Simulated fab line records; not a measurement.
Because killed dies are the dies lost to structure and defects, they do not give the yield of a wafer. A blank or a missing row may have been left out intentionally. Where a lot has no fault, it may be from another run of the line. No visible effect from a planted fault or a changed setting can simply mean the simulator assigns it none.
2 desks looking at one fault    flow sky130    each desk holds nothing but its own numbers, with what lay behind them at the end

== AT THE TOOL OWNER'S DESK: cvd_w-01 ==
The tool's own readings at SKY_CONTACT_CVD_24 (deposits W, target thk 340 nm, time 102.12 s): means of the sampled wafers that have a number, for each lot that ran on this tool. The brackets show how far a lot's mean lies from the usual mean; more than 4 standard deviations puts the lot out of limits, marked OUT.
Columns: A = heater_power_w at SKY_CONTACT_CVD_24, usual 938 W; B = susceptor_temp_C at SKY_CONTACT_CVD_24, usual 399.99 C
lot   first seen here  A     B
L891  day 32 09:54     954   400.23
L893  day 32 18:57     1031  399.92
L896  day 33 00:22     950   399.83
L895  day 33 04:29     944   399.91
L906  day 36 23:35     878   399.97
L909  day 37 11:37     884   400.20
L912  day 38 07:13     810   399.90
L914  day 38 12:55     950   400.20
L913  day 38 15:16     957   399.80
This desk's verdict: no lot among the 9 shows anything out of limits.

== FROM THE METROLOGY DESK ==
Lot by lot, what the gauges showed, no matter which tool ran the lot: averages of those sampled wafers that carry a number. The brackets show how far a lot's mean lies from the usual mean; more than 4 standard deviations puts the lot out of limits, marked OUT.
Columns: A = RES_XHIGH_RS at SKY_SD_N_RS_MEAS_18, usual 332.8 ohm/sq; B = LOCAL_INTERCONNECT_TIN_RS at SKY_LOCAL_INTERCONNECT_RS_MEAS_01, usual 14.11 ohm/sq; C = CONTACT_W_RS at SKY_CONTACT_RS_MEAS_25, usual 0.331 ohm/sq; D = CONTACT_W_THK at SKY_CONTACT_THK_MEAS_26, usual 350 nm
lot   first seen here  A      B      C                 D
L891  day 28 16:44     332.4  14.09  0.326             357
L893  day 29 01:25     332.7  13.92  0.283 (-7.0) OUT  417 (+8.5) OUT
L896  day 29 08:23     331.5  14.00  0.286 (-6.5) OUT  404 (+6.8) OUT
L895  day 29 12:32     334.0  14.21  0.307             382 (+4.1) OUT
L904  day 32 08:04     334.0  14.10  0.338             341
L905  day 32 23:35     331.5  14.40  0.341             343
L906  day 33 13:20     331.5  14.10  0.327             356
L909  day 34 02:08     332.9  14.11  0.329             352
L912  day 34 22:48     332.3  14.02  0.333             346
L914  day 35 03:56     331.9  14.23  0.325             355
L913  day 35 06:32     332.6  14.17  0.326             356
This desk finds L893, L895, L896 out of limits, with the earliest case on L893 at day 32 19:08 (CONTACT_W_RS at SKY_CONTACT_RS_MEAS_25). In limits: L891, L904, L905, L906, L909, L912, L914, L913.

== ALL TOGETHER ==
On L893, L895, L896, the metrology desk was in a position to raise an alarm at day 32 19:08.
The desk of the tool owner found nothing out of limits.
On record at the tool owner's desk: L893, L895, L896, within its limits.
Of the lots named, all ran SKY_CONTACT_CVD_24 on cvd_w-01.

== WHAT THE SIMULATOR HAD PUT IN ==
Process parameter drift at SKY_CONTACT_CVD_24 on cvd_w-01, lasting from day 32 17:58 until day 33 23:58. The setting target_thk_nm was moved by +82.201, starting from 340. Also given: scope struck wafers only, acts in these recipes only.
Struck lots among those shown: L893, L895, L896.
Delay in hours, fault start to first out-of-limits reading, per desk: metrology desk 1.
